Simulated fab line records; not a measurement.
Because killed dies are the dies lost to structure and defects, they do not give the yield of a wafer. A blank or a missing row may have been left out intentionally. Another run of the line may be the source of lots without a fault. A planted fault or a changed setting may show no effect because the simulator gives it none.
Matching of chambers || flow sfq line || 4 sister chambers for SFQ_TRILAYER_I3_CMP_CMP_082 on cmp-01
The step polishes SiO2. 8 wafers are shown with their chamber, then 8 later ones without.

== WAFERS PAIRED WITH THEIR CHAMBERS ==
{"wafer": "L775.4", "chamber": 0, "motor current A (A)": 10.2, "time to endpoint s (s)": 216}
{"wafer": "L778.4", "chamber": 0, "motor current A (A)": 10.3, "time to endpoint s (s)": 204}
{"wafer": "L780.6", "chamber": 3, "motor current A (A)": 9.3, "time to endpoint s (s)": 222}
{"wafer": "L781.1", "chamber": 1, "motor current A (A)": 8.6, "time to endpoint s (s)": 209}
{"wafer": "L781.5", "chamber": 2, "motor current A (A)": 11.0, "time to endpoint s (s)": 219}
{"wafer": "L784.1", "chamber": 2, "motor current A (A)": 10.7, "time to endpoint s (s)": 217}
{"wafer": "L784.4", "chamber": 3, "motor current A (A)": 10.0, "time to endpoint s (s)": 224}
{"wafer": "L784.2", "chamber": 1, "motor current A (A)": 8.5, "time to endpoint s (s)": 214}

== WAFERS WITH NO CHAMBER GIVEN ==
{"wafer": "L785.4", "motor current A (A)": 9.5, "time to endpoint s (s)": 226}
{"wafer": "L785.5", "motor current A (A)": 9.5, "time to endpoint s (s)": 228}
{"wafer": "L785.6", "motor current A (A)": 10.5, "time to endpoint s (s)": 223}
{"wafer": "L786.5", "motor current A (A)": 10.6, "time to endpoint s (s)": 189}
{"wafer": "L786.6", "motor current A (A)": 8.6, "time to endpoint s (s)": 222}
{"wafer": "L797.4", "motor current A (A)": 10.7, "time to endpoint s (s)": 213}
{"wafer": "L797.3", "motor current A (A)": 9.4, "time to endpoint s (s)": 225}
{"wafer": "L797.6", "motor current A (A)": 9.2, "time to endpoint s (s)": 220}

== WHICH CHAMBER EACH ONE RAN IN ==
{"wafer": "L785.4", "from the rows above": 3, "in truth": 3}
{"wafer": "L785.5", "from the rows above": 3, "in truth": 3}
{"wafer": "L785.6", "from the rows above": "can't be placed: 2 or 0 or 3", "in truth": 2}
{"wafer": "L786.5", "from the rows above": "can't be placed: 0 or 2", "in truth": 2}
{"wafer": "L786.6", "from the rows above": "can't be placed: 1 or 3", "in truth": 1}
{"wafer": "L797.4", "from the rows above": "can't be placed: 2 or 0", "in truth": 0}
{"wafer": "L797.3", "from the rows above": 3, "in truth": 3}
{"wafer": "L797.6", "from the rows above": "can't be placed: 3 or 1", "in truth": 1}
Placed correctly: 3 of 8. From these rows, 5 cannot be placed; in 5 the true chamber is one of the candidates. 0 placed wrongly.
How it was worked out, from the rows above alone: a wafer's distance from a chamber is the root of the sum, over the readings, of the square of ((its reading less the chamber's mean) divided by the reading's scatter). The wafer belongs to the nearest chamber; if the next one is less than 2 further off, it can't be placed. The mean given for a chamber averages the wafers shown for that chamber. The scatter: take each reading less its chamber's mean, square it, sum over the shown wafers, divide by the number of wafers less the number of chambers, and take the root.
